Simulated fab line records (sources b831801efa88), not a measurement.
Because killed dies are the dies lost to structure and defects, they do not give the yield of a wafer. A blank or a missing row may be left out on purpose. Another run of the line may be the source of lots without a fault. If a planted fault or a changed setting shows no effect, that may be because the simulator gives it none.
Which of the tools did it? || flow sky130 || 33 wafers from 11 lots sampled at 5 of the route's 708 steps

WHAT THE GAUGES READ, wafer by wafer
SKY_METAL1_CD_MEAS_15 targets a cd of 140 nm.
{"lot": "L620", "measured": "day 35 01:30", "on": "cd_sem-02", "cd_nm (nm)": "137.7 136.9 138.7"}
{"lot": "L623", "measured": "day 35 08:36", "on": "cd_sem-02", "cd_nm (nm)": "136.7 135.7 139.0"}
{"lot": "L625", "measured": "day 35 22:42", "on": "cd_sem-02", "cd_nm (nm)": "141.7 141.2 142.8"}
{"lot": "L626", "measured": "day 36 08:52", "on": "cd_sem-01", "cd_nm (nm)": "137.9 137.7 137.3"}
{"lot": "L627", "measured": "day 36 13:27", "on": "cd_sem-01", "cd_nm (nm)": "139.4 141.6 139.7"}
{"lot": "L629", "measured": "day 36 21:37", "on": "cd_sem-02", "cd_nm (nm)": "139.1 140.6 139.5"}
{"lot": "L633", "measured": "day 38 06:59", "on": "cd_sem-01", "cd_nm (nm)": "140.2 139.8 141.1"}
{"lot": "L635", "measured": "day 38 21:22", "on": "cd_sem-01", "cd_nm (nm)": "141.3 140.0 140.6"}
{"lot": "L637", "measured": "day 39 08:45", "on": "cd_sem-02", "cd_nm (nm)": "141.4 139.5 142.2"}
{"lot": "L638", "measured": "day 39 20:43", "on": "cd_sem-02", "cd_nm (nm)": "141.3 142.3 142.0"}
{"lot": "L639", "measured": "day 40 01:33", "on": "cd_sem-01", "cd_nm (nm)": "140.8 141.8 142.9"}

SKY_METAL2_RS_MEAS_05: the measuring method here is four-point-probe.
{"lot": "L620", "measured": "day 36 07:44", "on": "film_metro-03", "METAL2_ALCU_RS (ohm/sq)": "0.1212 0.1235 0.1206"}
{"lot": "L623", "measured": "day 36 14:35", "on": "film_metro-03", "METAL2_ALCU_RS (ohm/sq)": "0.1222 0.1213 0.1214"}
{"lot": "L625", "measured": "day 37 03:16", "on": "film_metro-03", "METAL2_ALCU_RS (ohm/sq)": "0.1392 0.1404 0.1396"}
{"lot": "L626", "measured": "day 37 13:13", "on": "film_metro-04", "METAL2_ALCU_RS (ohm/sq)": "0.1225 0.1213 0.1226"}
{"lot": "L627", "measured": "day 37 18:11", "on": "film_metro-01", "METAL2_ALCU_RS (ohm/sq)": "0.1388 0.1388 0.1402"}
{"lot": "L629", "measured": "day 38 02:44", "on": "film_metro-01", "METAL2_ALCU_RS (ohm/sq)": "0.1409 0.1396 0.1388"}
{"lot": "L633", "measured": "day 39 11:24", "on": "film_metro-04", "METAL2_ALCU_RS (ohm/sq)": "0.1193 0.1216 0.1193"}
{"lot": "L635", "measured": "day 40 01:26", "on": "film_metro-04", "METAL2_ALCU_RS (ohm/sq)": "0.1220 0.1215 0.1215"}
{"lot": "L637", "measured": "day 40 12:43", "on": "film_metro-03", "METAL2_ALCU_RS (ohm/sq)": "0.1226 0.1223 0.1235"}
{"lot": "L638", "measured": "day 40 23:52", "on": "film_metro-01", "METAL2_ALCU_RS (ohm/sq)": "0.1235 0.1198 0.1218"}
{"lot": "L639", "measured": "day 41 05:04", "on": "film_metro-01", "METAL2_ALCU_RS (ohm/sq)": "0.1197 0.1208 0.1209"}

SKY_METAL2_THK_MEAS_06: measures by xrf.
{"lot": "L620", "measured": "day 36 07:50", "on": "film_metro-03", "METAL2_ALCU_THK (nm)": "264.5 260.8 265.7"}
{"lot": "L623", "measured": "day 36 14:42", "on": "film_metro-03", "METAL2_ALCU_THK (nm)": "260.6 262.6 262.7"}
{"lot": "L625", "measured": "day 37 03:23", "on": "film_metro-03", "METAL2_ALCU_THK (nm)": "230.0 227.3 229.5"}
{"lot": "L626", "measured": "day 37 13:19", "on": "film_metro-04", "METAL2_ALCU_THK (nm)": "259.5 263.2 258.4"}
{"lot": "L627", "measured": "day 37 18:18", "on": "film_metro-01", "METAL2_ALCU_THK (nm)": "228.9 229.9 225.5"}
{"lot": "L629", "measured": "day 38 02:50", "on": "film_metro-01", "METAL2_ALCU_THK (nm)": "226.3 230.0 231.4"}
{"lot": "L633", "measured": "day 39 11:30", "on": "film_metro-04", "METAL2_ALCU_THK (nm)": "264.4 261.7 266.5"}
{"lot": "L635", "measured": "day 40 01:34", "on": "film_metro-04", "METAL2_ALCU_THK (nm)": "260.6 263.7 261.7"}
{"lot": "L637", "measured": "day 40 12:49", "on": "film_metro-03", "METAL2_ALCU_THK (nm)": "260.3 260.7 261.7"}
{"lot": "L638", "measured": "day 40 23:59", "on": "film_metro-01", "METAL2_ALCU_THK (nm)": "258.4 264.8 264.0"}
{"lot": "L639", "measured": "day 41 05:10", "on": "film_metro-01", "METAL2_ALCU_THK (nm)": "264.5 260.7 264.0"}

WHAT TOOL EACH LOT RAN ON (gives the tool, then ch and the chambers of the sampled wafers, and finally the start)
{"lot": "L620", "SKY_METAL1_SPUTTER_02": "pvd_sputter-02, day 33 22:20", "SKY_METAL2_SPUTTER_02": "pvd_sputter-01, day 36 07:36"}
{"lot": "L623", "SKY_METAL1_SPUTTER_02": "pvd_sputter-04, day 34 04:31", "SKY_METAL2_SPUTTER_02": "pvd_sputter-03, day 36 14:29"}
{"lot": "L625", "SKY_METAL1_SPUTTER_02": "pvd_sputter-01, day 34 19:08", "SKY_METAL2_SPUTTER_02": "pvd_sputter-03, day 37 03:10"}
{"lot": "L626", "SKY_METAL1_SPUTTER_02": "pvd_sputter-04, day 35 06:37", "SKY_METAL2_SPUTTER_02": "pvd_sputter-01, day 37 13:04"}
{"lot": "L627", "SKY_METAL1_SPUTTER_02": "pvd_sputter-04, day 35 10:16", "SKY_METAL2_SPUTTER_02": "pvd_sputter-03, day 37 18:05"}
{"lot": "L629", "SKY_METAL1_SPUTTER_02": "pvd_sputter-01, day 35 20:04", "SKY_METAL2_SPUTTER_02": "pvd_sputter-03, day 38 02:37"}
{"lot": "L633", "SKY_METAL1_SPUTTER_02": "pvd_sputter-04, day 37 05:51", "SKY_METAL2_SPUTTER_02": "pvd_sputter-01, day 39 11:16"}
{"lot": "L635", "SKY_METAL1_SPUTTER_02": "pvd_sputter-01, day 37 19:32", "SKY_METAL2_SPUTTER_02": "pvd_sputter-02, day 40 01:21"}
{"lot": "L637", "SKY_METAL1_SPUTTER_02": "pvd_sputter-01, day 38 07:10", "SKY_METAL2_SPUTTER_02": "pvd_sputter-03, day 40 12:35"}
{"lot": "L638", "SKY_METAL1_SPUTTER_02": "pvd_sputter-04, day 38 19:58", "SKY_METAL2_SPUTTER_02": "pvd_sputter-01, day 40 23:46"}
{"lot": "L639", "SKY_METAL1_SPUTTER_02": "pvd_sputter-01, day 39 00:21", "SKY_METAL2_SPUTTER_02": "pvd_sputter-03, day 41 04:56"}
- SKY_METAL1_SPUTTER_02: material AlCu, target thk 250 nm, time 13.3 s.
- SKY_METAL2_SPUTTER_02: material AlCu, target thk 250 nm, time 13.79 s.

AS READ BY THE TOOLS THEMSELVES (means over the sampled wafers that have a number; for cases with no such wafer, the mark the record gives instead)
SKY_METAL1_SPUTTER_02.
{"lot": "L620", "tool": "pvd_sputter-02", "throttle_valve_pct (%)": 29.9}
{"lot": "L623", "tool": "pvd_sputter-04", "throttle_valve_pct (%)": 30.0}
{"lot": "L625", "tool": "pvd_sputter-01", "throttle_valve_pct (%)": 31.0}
{"lot": "L626", "tool": "pvd_sputter-04", "throttle_valve_pct (%)": 30.1}
{"lot": "L627", "tool": "pvd_sputter-04", "throttle_valve_pct (%)": 29.4}
{"lot": "L629", "tool": "pvd_sputter-01", "throttle_valve_pct (%)": 30.9}
{"lot": "L633", "tool": "pvd_sputter-04", "throttle_valve_pct (%)": 29.3}
{"lot": "L635", "tool": "pvd_sputter-01", "throttle_valve_pct (%)": 30.9}
{"lot": "L637", "tool": "pvd_sputter-01", "throttle_valve_pct (%)": 31.3}
{"lot": "L638", "tool": "pvd_sputter-04", "throttle_valve_pct (%)": 30.5}
{"lot": "L639", "tool": "pvd_sputter-01", "throttle_valve_pct (%)": 31.7}

SKY_METAL2_SPUTTER_02.
{"lot": "L620", "tool": "pvd_sputter-01", "throttle_valve_pct (%)": 31.5}
{"lot": "L623", "tool": "pvd_sputter-03", "throttle_valve_pct (%)": 29.3}
{"lot": "L625", "tool": "pvd_sputter-03", "throttle_valve_pct (%)": 29.2}
{"lot": "L626", "tool": "pvd_sputter-01", "throttle_valve_pct (%)": 30.1}
{"lot": "L627", "tool": "pvd_sputter-03", "throttle_valve_pct (%)": 29.5}
{"lot": "L629", "tool": "pvd_sputter-03", "throttle_valve_pct (%)": 29.4}
{"lot": "L633", "tool": "pvd_sputter-01", "throttle_valve_pct (%)": 29.9}
{"lot": "L635", "tool": "pvd_sputter-02", "throttle_valve_pct (%)": 30.0}
{"lot": "L637", "tool": "pvd_sputter-03", "throttle_valve_pct (%)": 29.6}
{"lot": "L638", "tool": "pvd_sputter-01", "throttle_valve_pct (%)": 31.1}
{"lot": "L639", "tool": "pvd_sputter-03", "throttle_valve_pct (%)": 29.7}

THE ANSWER, worked out from the rows above alone
Rule: usual is defined by the lots themselves. Put in order of their means at a reading, lots are off if they are a third of the lots or fewer, leave a main group of 4 or more, and stand apart from it by a gap of 3 or more times the standard deviation of the main group's means; of several such gaps the widest counts. A main group whose means are all the same, to the digits that the tables above print for the reading, isn't used. Also off: a lot with no number at a reading for which 4 or more lots have one. Where the step has rows for the other lots, those lots are counted as sound. First the gauges in route order, then the tools' own readings, where a lot's mean is used as printed above. The first step at which some lot is off is used, and at that step the reading that is off furthest; a lot without a number counts as furthest.
Off: L625, L627, L629, seen at SKY_METAL2_RS_MEAS_05 (METAL2_ALCU_RS). Mean 0.1215 ohm/sq and standard deviation 0.00082 in the main group.
A tool fits if, at a process step before that reading, it ran every lot that is off, and no sound lot after the first of them. The gauges at SKY_METAL2_RS_MEAS_05 are tried like those tools. None of those tried fits.

WHAT THE SIMULATOR PUT IN
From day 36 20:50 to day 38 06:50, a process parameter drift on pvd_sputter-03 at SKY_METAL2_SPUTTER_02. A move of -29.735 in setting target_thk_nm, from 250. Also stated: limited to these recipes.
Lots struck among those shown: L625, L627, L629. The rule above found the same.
